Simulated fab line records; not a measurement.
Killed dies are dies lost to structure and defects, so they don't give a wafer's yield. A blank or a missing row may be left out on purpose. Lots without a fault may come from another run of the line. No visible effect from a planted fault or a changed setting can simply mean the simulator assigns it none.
Code-filled problem report in 8D (eight disciplines) form :: flow sky130 :: the parts of the form that need people (team, actions taken, sign-off) are left out

== 1. PROBLEM STATEMENT ==
SKY_METAL1_SPUTTER_03, cathode-dc-power-W: mean 3273.5 W over 1 wafer from 1 lot; wafers with no fault: 3000.0 W, standard deviation 0.58. So: +99 or more standard deviations from the usual mean.
The step: material Ti, target thk 5 nm, time 3.3 s.
Earliest sighting: wafer L720.3 on pvd-sputter-02 at day 33 20:58. Wafers with a number at this step in the record: 15, from 5 lots. Rule for "out" (also "out of limits"): further than 4 standard deviations from the usual mean. The rest of the wafers with a number are treated as sound.

== 2. WHAT IT IS; WHAT IT IS NOT ==
question: which readings at this step
is: cathode-dc-power-W
is not: throttle-valve-pct

question: which lots
is: L720
is not: L719, L729, L731, L736

question: which wafers of those lots
is: L720.3
is not: L720.4, L720.6

question: read on which tools
is: pvd-sputter-02
is not: pvd-sputter-01, pvd-sputter-04

question: when
is: from day 33 20:58
is not: up to then (5 sound wafers); but 9 sound wafers of L729, L731, L736 came after

== 3. SUSPECTS, AND WHAT RULES EACH OUT ==
Counting: any tool at a process step up to the reading remains a suspect provided it ran every lot that is out. Sound lots after the first of them don't rule it out here, since some wafers of a struck lot are sound.
- pvd-sputter-01 at SKY_CONTACT_SPUTTER_23 (material TiN, target thk 20 nm, time 80 s): kept. It ran the lot that is out, L720 (day 33 20:15).
- cvd-w-02 at SKY_CONTACT_CVD_24 (deposits W, target thk 340 nm, time 102.12 s): kept. It ran the lot that is out, L720 (day 33 20:21).
- cmp-01 at SKY_CONTACT_CMP_27 (polishes, stops on SiO2, t overpolish 15 s, target thk 0 nm): kept. It ran the lot that is out, L720 (day 33 20:39).
- pvd-sputter-02 at SKY_METAL1_SPUTTER_01 (material TiN, target thk 20 nm, time 16.7 s): kept. It ran the lot that is out, L720 (day 33 20:55).
- pvd-sputter-02 at SKY_METAL1_SPUTTER_03 (material Ti, target thk 5 nm, time 3.3 s): kept. It ran the lot that is out, L720 (day 33 20:58). Its own readings are out on those wafers: cathode-dc-power-W.
- Within cvd-w-02 at SKY_CONTACT_CVD_24: the wafers that are out ran in chamber 0; their sound lot-mates ran in chamber 1.
- Within cmp-01 at SKY_CONTACT_CMP_27: the wafers that are out ran in chamber 2; their sound lot-mates ran in chambers 0, 1.
Left after counting: pvd-sputter-01 at SKY_CONTACT_SPUTTER_23, cvd-w-02 at SKY_CONTACT_CVD_24, cmp-01 at SKY_CONTACT_CMP_27, pvd-sputter-02 at SKY_METAL1_SPUTTER_01, pvd-sputter-02 at SKY_METAL1_SPUTTER_03.

== 4. THE CAUSE (what the simulator had put in) ==
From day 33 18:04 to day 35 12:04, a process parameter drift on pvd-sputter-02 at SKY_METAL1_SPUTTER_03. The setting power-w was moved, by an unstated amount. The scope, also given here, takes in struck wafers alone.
Counting left 5 suspects, and this tool is among them.

== 5. THE EFFECT CHAIN, in route order ==
Each row: a reading where the mean over the struck wafers with a number is more than 3 standard deviations away from the usual. Scope: only readings with a usual standard deviation given in the record; hours: median across lots of the time from each lot's start at the first step in this table that gives one to its start at this step; sigmas: change in usual standard deviations.
hours: 0
step: SKY_METAL1_SPUTTER_03
reading: cathode-dc-power-W
usual: 3000.0 W
on struck wafers: 3273.5
change: +273.5
sigmas: +99 or more
Process steps it contains:
- SKY_METAL1_SPUTTER_03: material Ti, target thk 5 nm, time 3.3 s.

== 6. HOW IT WOULD HAVE BEEN CAUGHT EARLIER ==
In this record the first reading out of limits was taken at day 33 20:58, 3 hours after the fault began at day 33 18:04.
